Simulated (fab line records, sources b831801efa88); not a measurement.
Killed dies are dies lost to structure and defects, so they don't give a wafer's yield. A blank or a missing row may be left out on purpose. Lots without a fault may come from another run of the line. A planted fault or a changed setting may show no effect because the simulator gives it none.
fab line records | flow sky130
record lots=13 wafers=39 last_day=50
route steps=708 shown SD_P@327 CONTACT@424 METAL1@440 VIA1@481
lots that met no fault: from a run of the same line without faults
start_h: hours from the record's first day to the start of the lot's first wafer shown | wait_h: hours since the lot's step before | " the same as in the row above | L1.1+2: a row that stands for several wafers | - no value, or no start given | * or withheld: withheld | < > ~ a bound
route shown NAME@n: a module of which the file shows steps, and the number in the route of the first | usual: mean/standard deviation of fault-free wafers | same: alike in all rows | chamber/n: place in a boat | sites: the reading at each site | _std_site: their standard deviation | _edge_site: outer sites' mean less inner sites' | radius_mm: how far each site lies from the wafer's centre | mask NAME#n: copy n | behind: the tool/chamber that last shaped the wafer | hold: why the lot was held/for how many hours/how that ended | device: the transistor (n, p or np) that didn't switch | end of line: the same wafers' tests at the end of the route | a step without rows: its recipe alone | killed: dies lost to structure and defects at the first sort, not the wafer's yield | map: a wafer's dies, x killed, . not, _ none there
set.NAME: the setting as run; set.NAME@STEP: as run at that earlier step | model.NAME: the simulator's own value behind a step, which no gauge read
steps of the route over a sample of lots; a table a step, a row a wafer
services: from which hour (start_h, from the record's first day; less than 0 if before it) a tool's chamber was out of use, for how many hours, and why
## steps
# step SKY_SD_P_CD_MEAS_07
# recipe target_cd_nm=380
# usual cd_nm=379.9/2.6
# columns lot.wafer tool chamber start_h wait_h cd_nm
L363.2 cd_sem-01 - 593.74 0.1 378.1
L363.3 " - " " 379.5
L363.5 " - " " 377.7
L365.1 cd_sem-01 - 614.00 0.1 378.2
L365.5 " - " " 378.1
L365.6 " - " " 378.0
L366.1 cd_sem-01 - 619.44 0.1 378.9
L366.3 " - " " 379.5
L366.5 " - " " 378.4
L367.3 cd_sem-01 - 627.16 0.1 383.5
L367.4 " - " " 382.4
L367.6 " - " " 381.1
L369.2 cd_sem-02 - 665.12 0.1 383.5
L369.4 " - " " 381.9
L369.5 " - " " 381.7
L370.2 cd_sem-02 - 666.19 0.1 379.9
L370.5 " - " " 380.6
L370.6 " - " " 376.9
L373.1 cd_sem-01 - 684.79 0.1 382.7
L373.5 " - " " 382.8
L373.6 " - " " 384.5
L375.1 cd_sem-02 - 708.27 0.1 375.9
L375.3 " - " " 376.1
L375.5 " - " " 377.4
L377.2 cd_sem-01 - 716.34 0.1 380.0
L377.4 " - " " 380.1
L377.5 " - " " 377.5
L378.1 cd_sem-02 - 716.97 0.1 383.3
L378.2 " - " " 381.3
L378.5 " - " " 381.3
L379.4 cd_sem-01 - 721.15 0.1 381.7
L379.5 " - " " 379.5
L379.6 " - " " 380.5
L381.2 cd_sem-01 - 735.59 0.1 381.5
L381.5 " - " " 378.8
L381.6 " - " " 380.4
L385.1 cd_sem-01 - 765.80 0.1 383.9
L385.2 " - " " 382.8
L385.3 " - " " 382.6
# step SKY_CONTACT_ETCH_18
# recipe target=Si3N4 chemistry=CHF3/O2 stop_on=TiN source_w=600 bias_w=200 pressure_mtorr=40 chf3_flow_sccm=50 O2_flow_sccm=5 time_s=39 target_depth_a=750
# usual O2_flow_sccm=5.001/0.016 bias_w=200.0/0.55 chamber_pressure_mTorr=40.00/0.034 drypump_motor_current_A=5.6/0.38 oes_product_au=0.854/0.008 throttle_valve_pct=8.792/0.01
# columns lot.wafer tool chamber start_h wait_h O2_flow_sccm bias_w chamber_pressure_mTorr drypump_motor_current_A oes_product_au rf_hours_counter_h throttle_valve_pct
L363.2 rie_diel-02 3 740 - 4.985 200.0 40.00 5.0 0.846 26 8.782
L363.3 " 1 " " 5.000 199.3 40.03 5.7 0.844 13 8.800
L363.5 " 1 " " 5.014 199.7 40.01 5.7 0.855 - 8.795
L365.1 rie_diel-01 1 758 - 5.036 200.6 39.95 4.9 0.854 6 8.801
L365.5 " 1 " " 5.025 200.0 39.94 4.9 0.861 - 8.800
L365.6 " 2 " " 5.023 200.1 40.06 5.8 0.866 - 8.787
L366.1 rie_diel-03 3 763 - 4.994 200.9 40.05 5.4 0.841 12 8.782
L366.3 " 0 " " 5.012 201.0 40.05 5.1 0.851 32 8.774
L366.5 " 0 764 - 5.003 200.0 39.95 5.1 0.857 - 8.799
L367.3 rie_diel-01 0 771 - 4.993 200.8 40.07 5.7 0.843 13 8.790
L367.4 " 3 " " 4.969 199.7 40.01 5.6 0.861 13 8.790
L367.6 " 3 " " 4.977 200.0 39.97 5.6 0.845 - 8.802
L369.2 rie_diel-03 2 807 - 4.991 199.4 40.03 6.1 0.847 1 8.794
L369.4 " 1 " " 5.042 200.2 39.95 5.6 0.856 25 8.795
L369.5 " 2 " " 4.996 200.0 39.95 6.0 0.857 - 8.783
L370.2 rie_diel-02 0 808 - 4.978 199.4 39.96 6.0 0.859 24 8.785
L370.5 " 2 " " 5.043 198.9 39.99 5.7 0.855 - 8.804
L370.6 " 1 " " 4.998 201.0 39.98 5.7 0.846 - 8.797
L373.1 rie_diel-01 1 824 - 5.009 199.9 39.96 4.8 0.855 8 8.767
L373.5 " 2 " " 5.028 200.8 39.96 5.9 0.861 - 8.778
L373.6 " 1 " " 4.995 199.7 40.04 4.8 0.866 - 8.796
L375.1 rie_diel-01 2 846 - 5.014 223.2 40.01 5.9 0.858 16 8.787
L375.3 " 0 " " 4.993 223.2 40.02 5.7 0.868 15 8.794
L375.5 " 3 " " 4.969 222.3 40.07 5.6 0.860 - 8.800
L377.2 rie_diel-01 0 854 - 5.003 222.9 40.02 5.7 0.844 16 8.807
L377.4 " 3 " " 5.020 223.7 40.02 5.6 0.867 16 8.795
L377.5 " 2 " " 5.012 222.8 39.91 5.9 0.861 - 8.799
L378.1 rie_diel-02 1 854 - 4.992 200.0 40.03 5.7 0.837 17 8.779
L378.2 " 0 " " 4.996 199.9 40.00 6.0 0.851 25 8.813
L378.5 " 0 855 - 5.011 199.6 39.96 6.1 0.843 - 8.783
L379.4 rie_diel-02 0 859 - 4.982 200.0 40.01 6.0 0.842 - 8.800
L379.5 " 1 " " 4.995 200.9 40.03 5.7 0.852 - 8.811
L379.6 " 2 " " 5.010 200.9 39.99 5.7 0.839 - 8.781
L381.2 rie_diel-03 2 872 - 4.971 199.1 40.04 6.0 0.847 4 8.797
L381.5 " 2 " " 4.979 200.3 40.01 6.1 0.854 - 8.813
L381.6 " 3 " " 4.979 200.1 40.03 5.4 0.845 - 8.806
L385.1 rie_diel-02 0 901 - 5.014 199.2 40.01 6.0 0.835 0 8.802
L385.2 " 3 " " 4.995 200.0 39.95 5.0 0.838 1 8.781
L385.3 " 1 " " 5.013 199.7 40.01 5.7 0.848 19 8.778
# step SKY_METAL1_THK_MEAS_06
# recipe thk_meas_gauge=xrf reads=AlCu_of_METAL1_SPUTTER_02
# usual METAL1_ALCU_THK=247/3.1
# columns lot.wafer tool chamber start_h wait_h METAL1_ALCU_THK[nm]
L363.2 film_metro-03 - 741.90 0.1 250
L363.3 " - " " 251
L363.5 " - " " 252
L365.1 film_metro-04 - 759.94 0.1 250
L365.5 " - " " 245
L365.6 " - " " 251
L366.1 film_metro-03 - 765.54 0.1 246
L366.3 " - " " 243
L366.5 " - " " 242
L367.3 film_metro-04 - 772.84 0.1 249
L367.4 " - " " 248
L367.6 " - " " 245
L369.2 film_metro-02 - 809.18 0.1 248
L369.4 " - " " 247
L369.5 " - " " 247
L370.2 film_metro-04 - 809.65 0.1 252
L370.5 " - " " 253
L370.6 " - " " 251
L373.1 film_metro-02 - 825.84 0.1 245
L373.5 " - " " 241
L373.6 " - " " 242
L375.1 film_metro-02 - 847.81 0.1 247
L375.3 " - " " 244
L375.5 " - " " 246
L377.2 film_metro-03 - 855.82 0.1 244
L377.4 " - " " 244
L377.5 " - " " 246
L378.1 film_metro-02 - 856.64 0.1 244
L378.2 " - " " 247
L378.5 " - " " 248
L379.4 film_metro-04 - 860.92 0.1 252
L379.5 " - " " 251
L379.6 " - " " 249
L381.2 film_metro-03 - 874.02 0.1 247
L381.5 " - " " 242
L381.6 " - " " 245
L385.1 film_metro-04 - 903.35 0.1 250
L385.2 " - " " 250
L385.3 " - " " 247
# step SKY_VIA1_THK_MEAS_23
# recipe thk_meas_gauge=xrf reads=W_of_VIA1_CVD_21
# usual VIA1_W_THK=273/5.3
# columns lot.wafer tool chamber start_h wait_h VIA1_W_THK[nm]
L363.2 film_metro-01 - 798.76 0.1 272
L363.3 " - " " 266
L363.5 " - " " 272
L365.1 film_metro-03 - 815.61 0.1 276
L365.5 " - " " 275
L365.6 " - " " 277
L366.1 film_metro-03 - 820.81 0.1 276
L366.3 " - " " 281
L366.5 " - " " 277
L367.3 film_metro-01 - 828.56 0.1 273
L367.4 " - " " 270
L367.6 " - " " 267
L369.2 film_metro-03 - 864.51 0.1 280
L369.4 " - " " 280
L369.5 " - " " 281
L370.2 film_metro-02 - 864.67 0.1 275
L370.5 " - " " 276
L370.6 " - " " 272
L373.1 film_metro-03 - 880.05 0.1 277
L373.5 " - " " 281
L373.6 " - " " 271
L375.1 film_metro-03 - 901.45 0.1 282
L375.3 " - " " 278
L375.5 " - " " 278
L377.2 film_metro-02 - 910.20 0.1 273
L377.4 " - " " 273
L377.5 " - " " 270
L378.1 film_metro-03 - 910.28 0.1 280
L378.2 " - " " 276
L378.5 " - " " 277
L379.4 film_metro-01 - 915.00 0.1 272
L379.5 " - " " 274
L379.6 " - " " 269
L381.2 film_metro-01 - 925.91 0.1 270
L381.5 " - " " 273
L381.6 " - " " 273
L385.1 film_metro-03 - 957.23 0.1 279
L385.2 " - " " 280
L385.3 " - " " 282
## services
# columns tool chamber start_h hours kind
rie_diel-01 0 719.49 8.3 repair
rie_diel-02 2 734.75 6.1 repair
rie_diel-03 2 757.71 - clean
rie_diel-03 2 757.71 18.3 scheduled_down
rie_diel-03 2 757.71 18.3 vent_cycle
rie_diel-03 1 785.65 4.7 repair
rie_diel-01 0 816.82 8.3 repair
rie_diel-03 0 827.45 - clean
rie_diel-03 0 827.45 18.4 scheduled_down
rie_diel-03 0 827.45 18.4 vent_cycle
rie_diel-02 3 854.74 - clean
rie_diel-02 3 854.74 25.3 scheduled_down
rie_diel-02 3 854.74 25.3 vent_cycle
rie_diel-03 1 863.55 5.5 repair
rie_diel-02 0 865.92 7.0 repair
rie_diel-03 1 869.10 - clean
rie_diel-03 1 869.10 24.0 scheduled_down
rie_diel-03 1 869.10 24.0 vent_cycle
rie_diel-02 0 880.01 - clean
rie_diel-02 0 880.01 16.7 scheduled_down
rie_diel-02 0 880.01 16.7 vent_cycle
rie_diel-01 1 888.62 16.4 repair
rie_diel-03 2 901.69 3.1 repair
## key
first_sign step=SKY_CONTACT_ETCH_18 reading=bias_w direction=up sigmas=42 usual=200.0 struck=223.0
effect none on later readings
met_at SKY_CONTACT_ETCH_18
struck_lots L375,L377
tester_left_out L375,L377
not_acting_at SKY_SD_P_CD_MEAS_07,SKY_METAL1_THK_MEAS_06,SKY_VIA1_THK_MEAS_23
onset_between 824 846
fault kind=process_parameter_drift tool=rie_diel-01 chamber=- onset_h=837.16 steps=SKY_CONTACT_ETCH_18 channel=bias_w offset=22.758 shape=step end_h=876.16 acts_in=these_recipes_only stated=200
# tester_left_out: of these lots the tester's yield and bins aren't shown, on N5 and GAA mostly nor the transistor test; their killed dies are dies lost to structure and defects alone, not to doping, threshold or leakage, so they don't give the yield
